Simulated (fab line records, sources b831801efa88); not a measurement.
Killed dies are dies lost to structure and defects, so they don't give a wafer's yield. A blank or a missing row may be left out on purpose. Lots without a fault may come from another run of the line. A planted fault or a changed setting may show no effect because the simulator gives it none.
One fault seen from 2 desks | flow gf180mcu | each desk has only its own numbers; what lay behind them comes last

THE TOOL OWNER'S DESK: pvd_sputter-02
The tool's own readings at GF_MIM_SPUTTER_00 (material Ti, target thk 37.5 nm, time 150 s): means of the sampled wafers that have a number, for each lot that ran on this tool. A lot is out of limits, marked OUT, if its mean lies more than 4 standard deviations from the usual mean; the brackets give that distance.
Columns: A = substrate_temp_c at GF_MIM_SPUTTER_00, usual 200.00 C; B = throttle_valve_pct at GF_MIM_SPUTTER_00, usual 30.3 %
lot  | first seen here | A      | B
L390 | day 24 21:02    | 200.13 | 30.5
L392 | day 25 18:45    | 199.92 | 31.4
L393 | day 26 07:58    | 200.08 | 30.1
L395 | day 26 19:03    | 200.13 | 30.3
L396 | day 26 21:29    | 200.11 | 31.4
L397 | day 27 03:02    | 199.98 | 30.2
L412 | day 31 15:23    | 199.87 | 30.5
This desk's finding: nothing out of limits on any of the 7 lots.

THE METROLOGY DESK
What the gauges read, lot by lot, whatever tool the lot ran on: means of the sampled wafers that have a number. A lot is out of limits, marked OUT, if its mean lies more than 4 standard deviations from the usual mean; the brackets give that distance.
Columns: A = V5_BOW at GF_V5_BOW_MEAS_05, usual 130 um; B = cd_nm at GF_TOP_METAL_CD_MEAS_14, usual 439.5 nm; C = PASSIVATION_BOW at GF_PASSIVATION_BOW_MEAS_14, usual 132 um
lot  | first seen here | A   | B     | C
L389 | day 26 10:29    | 141 | 441.6 | 139
L390 | day 26 17:47    | 132 | 438.6 | 135
L392 | day 27 13:20    | 135 | 435.7 | 136
L393 | day 28 04:28    | 140 | 440.5 | 141
L395 | day 28 12:44    | 137 | 439.7 | 146
L396 | day 28 15:41    | 122 | 441.0 | 115
L397 | day 28 21:15    | 120 | 437.7 | 117
L406 | day 31 15:29    | 119 | 442.5 | 124
L407 | day 31 18:52    | 137 | 438.0 | 143
L409 | day 32 06:05    | 138 | 438.2 | 148
L410 | day 32 12:02    | 131 | 436.7 | 131
L411 | day 33 00:11    | 120 | 440.8 | 113
L412 | day 33 02:44    | 142 | 442.3 | 147
This desk's finding: nothing out of limits on any of the 13 lots.

PUT TOGETHER
The tool owner's desk saw nothing out of limits.
The metrology desk saw nothing out of limits.

WHAT THE SIMULATOR HAD PUT IN
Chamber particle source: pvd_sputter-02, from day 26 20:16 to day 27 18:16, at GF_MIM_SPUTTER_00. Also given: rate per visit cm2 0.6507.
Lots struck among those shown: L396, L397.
